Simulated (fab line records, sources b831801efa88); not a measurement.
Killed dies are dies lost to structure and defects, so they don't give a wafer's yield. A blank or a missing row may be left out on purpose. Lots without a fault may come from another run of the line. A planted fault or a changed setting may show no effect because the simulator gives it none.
A struck lot beside a sound one | flow sfq_line | 14 steps out of a route of 325
Sound: wafers L922.3, L922.4, L922.5. Struck: wafer L934.3. (L934.4, L934.6 of the same lot were not struck and are left out.) The cause comes at the end.
At each step with rows: each side's tool, then ch and its chambers, then its first start. Under that, the readings that differ: sound wafers | struck wafers | difference of the means | sigmas: that difference in standard deviations of wafers without a fault.
alike: readings whose means differ by less than 2 such deviations, and words and numbers that are the same on both sides. not compared: withheld readings, readings that some wafer has no value for, bounds like >300 that may hide the same value, and numbers for which the record gives no deviation and whose values overlap.
The two part at a step that has a row with sigmas, a row that says differs or no value, or rows on one side only. Numbers that don't overlap but have no deviation are shown without sigmas and don't part them. A reading that every wafer of one side lacks parts them only if that side has two wafers or more.

first, 6 steps without rows for these wafers: SFQ_TRILAYER_M2_LITHO_COAT_062 (resist thk 62 nm); SFQ_TRILAYER_M2_LITHO_COAT_057 (resist thk 600 nm); SFQ_TRILAYER_M2_LITHO_SOFTBAKE_061; SFQ_TRILAYER_M2_LITHO_EXPOSE_058 (exposes mask M2, target cd 500 nm); SFQ_TRILAYER_M2_LITHO_PEB_060 (peb time 60 s); SFQ_TRILAYER_M2_LITHO_DEVELOP_059 (time 60 s).
SFQ_M2_OVL_MEAS_916:
  sound on overlay-01, day 32 12:22; struck on overlay-02, day 37 22:41
  alike: M2_OVL
SFQ_TRILAYER_M2_BARC_OPEN_METAL_ETCH_077: etches BARC in O2, target depth 125 nm, time 41.7 s.
  sound on rie_metal-04 ch 0,1, day 32 12:25; struck on rie_metal-02 ch 0, day 37 22:44
  alike: chamber_pressure_mTorr, drypump_motor_current_A, oes_product_au
  not compared: rf_hours_counter_h
SFQ_TRILAYER_M2_ETCH_METAL_ETCH_060: etches Nb in Cl2/Ar, stops on SiO2, target depth 240 nm, time 120 s.
  sound on rie_metal-04 ch 0,1, day 32 12:29; struck on rie_metal-02 ch 0, day 37 22:49
  alike: chamber_pressure_mTorr, drypump_motor_current_A, oes_product_au
  not compared: rf_hours_counter_h
SFQ_TRILAYER_M2_STRIP_STRIP_061: strips in O2.
  sound on rie_metal-04 ch 0,1, day 32 12:46; struck on rie_metal-02 ch 0, day 37 23:05
  alike: chamber_pressure_mTorr, drypump_motor_current_A, oes_product_au
  not compared: rf_hours_counter_h
then, 1 step without rows for these wafers: SFQ_TRILAYER_M2_STRIP_SOLV_CLEAN_062 (cleans in NMP, time 600 s).
SFQ_TRILAYER_I2_DEP_PECVD_063: deposits SiO2 from SiH4/N2O, time 111.11 s, target thk 500 nm.
  sound on pecvd-03 ch 0,1, day 32 13:21; struck on pecvd-02 ch 2, day 37 23:40
  alike: heater_power_w, throttle_valve_pct
  not compared: since_wet_clean_h
SFQ_TRILAYER_I2_CMP_CMP_064: polishes SiO2.
  sound on cmp-02 ch 1,2,3, day 32 15:14; struck on cmp-02 ch 1, day 39 01:35
  reading                 | sound             | struck | difference | sigmas
  head_pressure_psi (psi) | 3.001 2.998 3.020 | 2.540  | -0.466     | -72
  time_to_endpoint_s (s)  | 192 208 205       | 265    | +63        | +7
  alike: motor_current_A
SFQ_I2_BOW_MEAS_917:
  sound on film_metro-03, day 32 18:17; struck on film_metro-03, day 39 03:38
  alike: I2_BOW

WHERE THEY PART
Only at SFQ_TRILAYER_I2_CMP_CMP_064, within this record. Later steps at which nothing parts them and some readings are alike: SFQ_I2_BOW_MEAS_917.

WHY: what the simulator had put in
Process parameter drift: cmp-02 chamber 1, from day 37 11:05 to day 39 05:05, at SFQ_TRILAYER_I2_CMP_CMP_064. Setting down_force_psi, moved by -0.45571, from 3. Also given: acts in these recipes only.
